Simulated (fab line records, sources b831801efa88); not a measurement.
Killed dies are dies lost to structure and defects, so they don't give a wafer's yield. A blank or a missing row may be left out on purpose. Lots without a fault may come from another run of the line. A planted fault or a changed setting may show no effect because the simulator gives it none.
fab line records | flow gf180mcu
record lots=15 wafers=45 last_day=34
route steps=602 shown M1@321 V1@347
lots that met no fault: from a run of the same line without faults
start_h: hours from the record's first day to the start of the lot's first wafer shown | wait_h: hours since the lot's step before | " the same as in the row above | L1.1+2: a row that stands for several wafers | - no value, or no start given | * or withheld: withheld | < > ~ a bound
route shown NAME@n: a module of which the file shows steps, and the number in the route of the first | usual: mean/standard deviation of fault-free wafers | same: alike in all rows | chamber/n: place in a boat | sites: the reading at each site | _std_site: their standard deviation | _edge_site: outer sites' mean less inner sites' | radius_mm: how far each site lies from the wafer's centre | mask NAME#n: copy n | behind: the tool/chamber that last shaped the wafer | hold: why the lot was held/for how many hours/how that ended | device: the transistor (n, p or np) that didn't switch | end of line: the same wafers' tests at the end of the route | a step without rows: its recipe alone | killed: dies lost to structure and defects at the first sort, not the wafer's yield | map: a wafer's dies, x killed, . not, _ none there
set.NAME: the setting as run; set.NAME@STEP: as run at that earlier step | model.NAME: the simulator's own value behind a step, which no gauge read
steps of the route over a sample of lots; a table a step, a row a wafer
services: from which hour (start_h, from the record's first day; less than 0 if before it) a tool's chamber was out of use, for how many hours, and why
## steps
# step GF_M1_THK_MEAS_06
# recipe thk_meas_gauge=xrf reads=AlCu_of_M1_SPUTTER_02
# usual M1_ALCU_THK=452/5.6
# columns lot.wafer tool chamber start_h wait_h M1_ALCU_THK[nm]
L365.1 film_metro-02 - 370.46 0.1 456
L365.4 " - " " 458
L365.5 " - " " 452
L367.3 film_metro-01 - 379.09 0.1 453
L367.4 " - " " 452
L367.6 " - " " 455
L366.1 film_metro-01 - 381.29 0.1 452
L366.5 " - " " 451
L366.6 " - " " 441
L368.1 film_metro-03 - 397.95 0.1 458
L368.5 " - " " 454
L368.6 " - " " 445
L370.1 film_metro-01 - 419.26 0.1 449
L370.4 " - " " 449
L370.6 " - " " 458
L371.3 film_metro-02 - 431.54 0.1 450
L371.4 " - " " 451
L371.5 " - " " 452
L373.2 film_metro-03 - 442.81 0.1 462
L373.4 " - " " 451
L373.5 " - " " 456
L374.2 film_metro-02 - 451.18 0.1 459
L374.3 " - " " 467
L374.4 " - " " 463
L375.1 film_metro-02 - 461.40 0.1 452
L375.3 " - " " 443
L375.6 " - " " 445
L376.2 film_metro-01 - 469.36 0.1 455
L376.4 " - " " 454
L376.6 " - " " 452
L377.3 film_metro-03 - 473.26 0.1 447
L377.5 " - " " 443
L377.6 " - " " 452
L378.1 film_metro-03 - 482.39 0.1 447
L378.2 " - " " 452
L378.3 " - " " 446
L386.2 film_metro-02 - 540.63 0.1 456
L386.3 " - " " 450
L386.6 " - " " 452
L387.3 film_metro-01 - 551.09 0.1 449
L387.4 " - " " 448
L387.6 " - " " 442
L388.1 film_metro-03 - 558.48 0.1 446
L388.2 " - " " 453
L388.4 " - " " 449
# step GF_V1_PEB_12
# recipe peb_temp_c=135 peb_time_s=90 resist=KrF
# usual chill_plate_temp_C=23.03/0.1 exhaust_pa=44.9/0.83
# columns lot.wafer tool chamber start_h wait_h chill_plate_temp_C exhaust_pa
L365.1 litho_track-01 0 418.23 - 23.04 44.1
L365.4 " 0 " " 23.03 44.8
L365.5 " 0 " " 23.17 45.5
L367.3 litho_track-03 0 425.46 - 22.95 43.7
L367.4 " 0 " " 23.00 43.8
L367.6 " 0 " " 22.97 44.7
L366.1 litho_track-04 0 427.85 - 22.88 46.3
L366.5 " 0 " " 23.03 45.8
L366.6 " 0 " " 22.98 46.0
L368.1 litho_track-01 0 446.83 - 22.90 45.9
L368.5 " 0 " " 23.12 46.9
L368.6 " 0 " " 23.10 46.1
L370.1 litho_track-01 0 468.32 - 22.91 45.3
L370.4 " 0 " " 23.10 45.4
L370.6 " 0 " " 23.06 44.6
L371.3 litho_track-03 0 481.26 - 23.05 45.5
L371.4 " 0 " " 23.02 44.8
L371.5 " 0 " " 22.98 45.7
L373.2 litho_track-03 0 491.88 - 22.88 45.1
L373.4 " 0 " " 22.84 45.2
L373.5 " 0 " " 22.96 45.7
L374.2 litho_track-01 0 499.81 - 22.93 44.8
L374.3 " 0 " " 23.07 45.3
L374.4 " 0 " " 23.14 44.5
L375.1 litho_track-04 0 510.10 - 23.05 44.2
L375.3 " 0 " " 23.17 45.4
L375.6 " 0 " " 23.05 44.5
L376.2 litho_track-03 - 517.88 - - -
L376.4 " - " " - -
L376.6 " - " " - -
L377.3 litho_track-03 - 521.31 - - -
L377.5 " - " " - -
L377.6 " - " " - -
L378.1 litho_track-03 - 530.09 - - -
L378.2 " - " " - -
L378.3 " - " " - -
L386.2 litho_track-04 0 584.28 - 22.98 45.2
L386.3 " 0 " " 22.91 44.3
L386.6 " 0 " " 23.19 46.2
L387.3 litho_track-03 0 595.16 - 23.12 46.2
L387.4 " 0 " " 23.04 45.2
L387.6 " 0 " " 23.10 45.1
L388.1 litho_track-04 0 602.99 - 22.92 44.8
L388.2 " 0 " " 22.90 44.5
L388.4 " 0 " " 23.04 44.8
# step GF_V1_STRIP_18
# recipe chemistry=O2/N2 power_w=1400 pressure_mtorr=1500 platen_temp_c=250 o2_flow_sccm=3000 n2_flow_sccm=300 overash_fraction=0.5
# usual drypump_motor_current_A=5.7/0.63 heater_power_w=340/32 oes_product_au=0.593/0.0052
# columns lot.wafer tool chamber start_h wait_h drypump_motor_current_A heater_power_w oes_product_au rf_hours_counter_h
L365.1 plasma_asher-01 1 418.86 - 6.7 347 0.604 75
L365.4 " 1 " " 6.6 339 0.602 -
L365.5 " 1 " " 6.6 351 0.589 -
L367.3 plasma_asher-02 1 426.06 - 5.9 308 0.590 -
L367.4 " 0 " " 5.2 331 0.591 -
L367.6 " 1 " " 5.9 305 0.595 -
L366.1 plasma_asher-04 1 428.48 - 4.8 325 0.595 64
L366.5 " 0 " " 6.1 334 0.584 -
L366.6 " 1 " " 4.8 318 0.595 -
L368.1 plasma_asher-04 0 447.46 - 6.2 338 0.583 66
L368.5 " 0 " " 6.1 340 0.600 -
L368.6 " 1 " " 4.8 313 0.589 -
L370.1 plasma_asher-04 0 468.96 - 6.1 332 0.599 68
L370.4 " 0 " " 6.1 334 0.585 -
L370.6 " 1 " " 4.8 317 0.586 -
L371.3 plasma_asher-01 1 481.86 - 6.7 347 0.593 -
L371.4 " 0 " " 5.8 405 0.593 -
L371.5 " 0 " " 5.8 400 0.592 -
L373.2 plasma_asher-02 0 492.48 - 5.2 327 0.598 40
L373.4 " 0 " " 5.2 330 0.592 -
L373.5 " 1 " " 5.9 311 0.592 -
L374.2 plasma_asher-01 1 500.41 - 6.6 358 0.592 7
L374.3 " 1 " " 6.6 363 0.584 -
L374.4 " 0 " " 5.8 408 0.590 -
L375.1 plasma_asher-04 0 510.73 - 6.2 329 0.597 72
L375.3 " 0 " " 6.2 333 0.583 -
L375.6 " 0 " " 6.2 336 0.586 -
L376.2 plasma_asher-01 1 518.48 - 6.6 356 0.583 9
L376.4 " 1 " " 6.6 356 0.591 -
L376.6 " 1 " " 6.6 364 0.598 -
L377.3 plasma_asher-04 1 521.91 - 4.8 316 0.587 -
L377.5 " 1 " " 4.8 314 0.585 -
L377.6 " 0 " " 6.1 336 0.595 -
L378.1 plasma_asher-01 0 530.73 - 5.8 409 0.595 10
L378.2 " 1 " " 6.6 345 0.600 10
L378.3 " 0 " " 5.8 408 0.592 -
L386.2 plasma_asher-04 0 584.88 - 6.1 333 0.589 81
L386.3 " 0 " " 6.1 334 0.588 -
L386.6 " 1 " " 4.8 320 0.591 -
L387.3 plasma_asher-04 0 595.76 - 6.2 330 0.590 -
L387.4 " 1 " " 4.8 320 0.590 -
L387.6 " 0 " " 6.2 336 0.588 -
L388.1 plasma_asher-01 1 603.63 - 6.6 356 0.597 15
L388.2 " 0 " " 5.8 407 0.595 15
L388.4 " 1 " " 6.6 359 0.587 -
# step GF_V1_SPUTTER_22
# recipe material=TiN target_thk_nm=10 chamber_pressure_pa=5 power_w=4000 time_s=40
# usual throttle_valve_pct=30.2/0.98
# same time_s=40
# columns lot.wafer tool chamber start_h wait_h throttle_valve_pct
L365.1 pvd_sputter-03 - 419.56 0.0 29.5
L365.4 " - " " 30.4
L365.5 " - " " 29.6
L367.3 pvd_sputter-01 - 426.75 0.0 29.2
L367.4 " - " " 31.0
L367.6 " - " " 31.0
L366.1 pvd_sputter-03 - 429.18 0.0 31.8
L366.5 " - " " 29.6
L366.6 " - " " 30.6
L368.1 pvd_sputter-01 - 448.07 0.0 30.8
L368.5 " - " " 29.2
L368.6 " - " " 31.1
L370.1 pvd_sputter-01 - 469.59 0.0 31.1
L370.4 " - " " 29.2
L370.6 " - " " 29.1
L371.3 pvd_sputter-01 - 482.45 0.0 29.2
L371.4 " - " " 29.1
L371.5 " - " " 29.4
L373.2 pvd_sputter-03 - 493.09 0.0 31.9
L373.4 " - " " 30.5
L373.5 " - " " 30.5
L374.2 pvd_sputter-02 - 501.07 0.0 30.7
L374.3 " - " " 30.4
L374.4 " - " " 28.7
L375.1 pvd_sputter-01 - 511.33 0.0 29.8
L375.3 " - " " 29.1
L375.6 " - " " 29.2
L376.2 pvd_sputter-03 - 519.41 0.0 30.4
L376.4 " - " " 29.7
L376.6 " - " " 29.8
L377.3 pvd_sputter-03 - 522.47 0.0 29.8
L377.5 " - " " 30.1
L377.6 " - " " 32.1
L378.1 pvd_sputter-01 - 531.35 0.0 28.9
L378.2 " - " " 31.0
L378.3 " - " " 29.6
L386.2 pvd_sputter-03 - 585.48 0.0 29.8
L386.3 " - " " 29.6
L386.6 " - " " 30.3
L387.3 pvd_sputter-01 - 596.35 0.0 29.2
L387.4 " - " " 30.9
L387.6 " - " " 29.3
L388.1 pvd_sputter-03 - 604.23 0.0 32.2
L388.2 " - " " 29.7
L388.4 " - " " 30.5
## services
# columns tool chamber start_h hours kind
pvd_sputter-02 - 394.88 1.9 repair
plasma_asher-02 - 399.65 2.5 repair
plasma_asher-01 - 421.34 9.0 pm
plasma_asher-01 0 421.34 9.0 vent_cycle
plasma_asher-01 1 421.34 9.0 vent_cycle
plasma_asher-01 - 423.25 1.6 repair
plasma_asher-01 0 430.34 - clean
plasma_asher-01 1 430.34 - clean
pvd_sputter-02 - 444.28 6.8 repair
pvd_sputter-01 - 444.51 1.9 repair
pvd_sputter-02 - 473.15 14.5 repair
pvd_sputter-01 - 505.14 5.0 repair
plasma_asher-01 - 559.80 8.9 repair
pvd_sputter-02 - 565.14 2.4 repair
plasma_asher-01 - 568.73 19.6 pm
pvd_sputter-03 - 586.31 6.3 repair
plasma_asher-01 - 589.18 1.0 repair
## key
first_sign step=GF_V1_PEB_12 reading=tool_record direction=missing
effect none on later readings
met_at GF_V1_PEB_12
struck_lots L376,L377,L378
later_rows_left_out L376.2,L376.4,L376.6,L377.3,L377.5,L377.6,L378.1,L378.2,L378.3
sort_left_out L376.2,L376.4,L376.6,L377.3,L377.5,L377.6,L378.1,L378.2,L378.3
not_acting_at GF_M1_THK_MEAS_06,GF_V1_STRIP_18,GF_V1_SPUTTER_22
onset_between 491.88 517.88
fault kind=skipped_step_whole tool=litho_track-03 chamber=- onset_h=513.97 steps=GF_V1_PEB_12 scope=struck_lots_only
# sort_left_out: the simulated sort isn't trusted on such a fault, so these wafers' sort isn't shown, and their yield isn't known
# later_rows_left_out: the simulator's readings of these wafers behind a module that went badly wrong aren't trusted and aren't shown, but for the sort
